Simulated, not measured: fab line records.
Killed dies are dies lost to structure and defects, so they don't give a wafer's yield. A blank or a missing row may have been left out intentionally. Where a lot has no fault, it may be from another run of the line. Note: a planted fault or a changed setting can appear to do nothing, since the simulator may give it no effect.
Matching of chambers :: flow gf180mcu :: pecvd-03 running GF_PASSIVATION_CVD_02: 3 sister chambers
The step deposits Si3N4, target thk 700 nm, time 486.18 s. 20 wafers are shown with their chamber, then 10 later ones without.

== WAFERS PAIRED WITH THEIR CHAMBERS ==
wafer: L434.2
chamber: 0
heater_power_w (W): 746
susceptor_temp_C (C): 399.90

wafer: L434.4
chamber: 1
heater_power_w (W): 722
susceptor_temp_C (C): 400.12

wafer: L434.5
chamber: 2
heater_power_w (W): 739
susceptor_temp_C (C): 400.01

wafer: L435.1
chamber: 0
heater_power_w (W): 775
susceptor_temp_C (C): 400.00

wafer: L435.2
chamber: 2
heater_power_w (W): 726
susceptor_temp_C (C): 400.11

wafer: L435.3
chamber: 1
heater_power_w (W): 606
susceptor_temp_C (C): 399.97

wafer: L437.2
chamber: 1
heater_power_w (W): 612
susceptor_temp_C (C): 399.97

wafer: L437.5
chamber: 0
heater_power_w (W): 751
susceptor_temp_C (C): 399.79

wafer: L437.6
chamber: 1
heater_power_w (W): 650
susceptor_temp_C (C): 400.29

wafer: L443.1
chamber: 1
heater_power_w (W): 619
susceptor_temp_C (C): 399.74

wafer: L443.2
chamber: 2
heater_power_w (W): 660
susceptor_temp_C (C): 400.12

wafer: L443.5
chamber: 1
heater_power_w (W): 659
susceptor_temp_C (C): 399.61

wafer: L444.2
chamber: 2
heater_power_w (W): 623
susceptor_temp_C (C): 399.87

wafer: L444.3
chamber: 1
heater_power_w (W): 675
susceptor_temp_C (C): 400.09

wafer: L444.4
chamber: 1
heater_power_w (W): 708
susceptor_temp_C (C): 399.97

wafer: L447.1
chamber: 1
heater_power_w (W): 638
susceptor_temp_C (C): 400.00

wafer: L447.3
chamber: 0
heater_power_w (W): 813
susceptor_temp_C (C): 399.76

wafer: L447.6
chamber: 1
heater_power_w (W): 712
susceptor_temp_C (C): 399.73

wafer: L452.2
chamber: 1
heater_power_w (W): 694
susceptor_temp_C (C): 400.13

wafer: L452.3
chamber: 2
heater_power_w (W): 712
susceptor_temp_C (C): 400.38

SIGNATURES, as means of the wafers listed above
reading: heater_power_w
chamber 0: 771.25
chamber 1: 663.18
chamber 2: 692.00
scatter within a chamber: 42

reading: susceptor_temp_C
chamber 0: 399.8625
chamber 1: 399.9655
chamber 2: 400.0980
scatter within a chamber: 0.185
Rule: distance of a wafer from a chamber = root of the sum over the readings of ((wafer's reading minus chamber's mean) / reading's scatter) squared. The wafer belongs to the nearest chamber; if the next one is less than 2 further off, it can't be placed. The scatter is the square root of a quotient: the sum, over the shown wafers, of each reading's squared deviation from its chamber's mean, divided by wafers minus chambers.

== WAFERS WITH NO CHAMBER GIVEN ==
wafer: L452.4
heater_power_w (W): 716
susceptor_temp_C (C): 400.23

wafer: L453.3
heater_power_w (W): 710
susceptor_temp_C (C): 400.25

wafer: L453.5
heater_power_w (W): 690
susceptor_temp_C (C): 399.73

wafer: L453.6
heater_power_w (W): 821
susceptor_temp_C (C): 399.60

wafer: L454.1
heater_power_w (W): 670
susceptor_temp_C (C): 400.33

wafer: L454.2
heater_power_w (W): 792
susceptor_temp_C (C): 399.81

wafer: L454.3
heater_power_w (W): 582
susceptor_temp_C (C): 400.02

wafer: L456.1
heater_power_w (W): 652
susceptor_temp_C (C): 399.70

wafer: L456.5
heater_power_w (W): 833
susceptor_temp_C (C): 399.47

wafer: L456.6
heater_power_w (W): 635
susceptor_temp_C (C): 399.89

== WHICH CHAMBER EACH ONE RAN IN ==
wafer: L452.4
from the rows above: can't be placed: 2 or 1 or 0
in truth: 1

wafer: L453.3
from the rows above: can't be placed: 2 or 1 or 0
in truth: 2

wafer: L453.5
from the rows above: can't be placed: 1 or 2 or 0
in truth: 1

wafer: L453.6
from the rows above: 0
in truth: 0

wafer: L454.1
from the rows above: can't be placed: 2 or 1
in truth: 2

wafer: L454.2
from the rows above: 0
in truth: 0

wafer: L454.3
from the rows above: can't be placed: 1 or 2
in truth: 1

wafer: L456.1
from the rows above: can't be placed: 1 or 2 or 0
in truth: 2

wafer: L456.5
from the rows above: 0
in truth: 0

wafer: L456.6
from the rows above: can't be placed: 1 or 2
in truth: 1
3 of 10 placed correctly. These rows do not allow placing 7 (true chamber among the candidates in 7). Wrongly placed: 0.
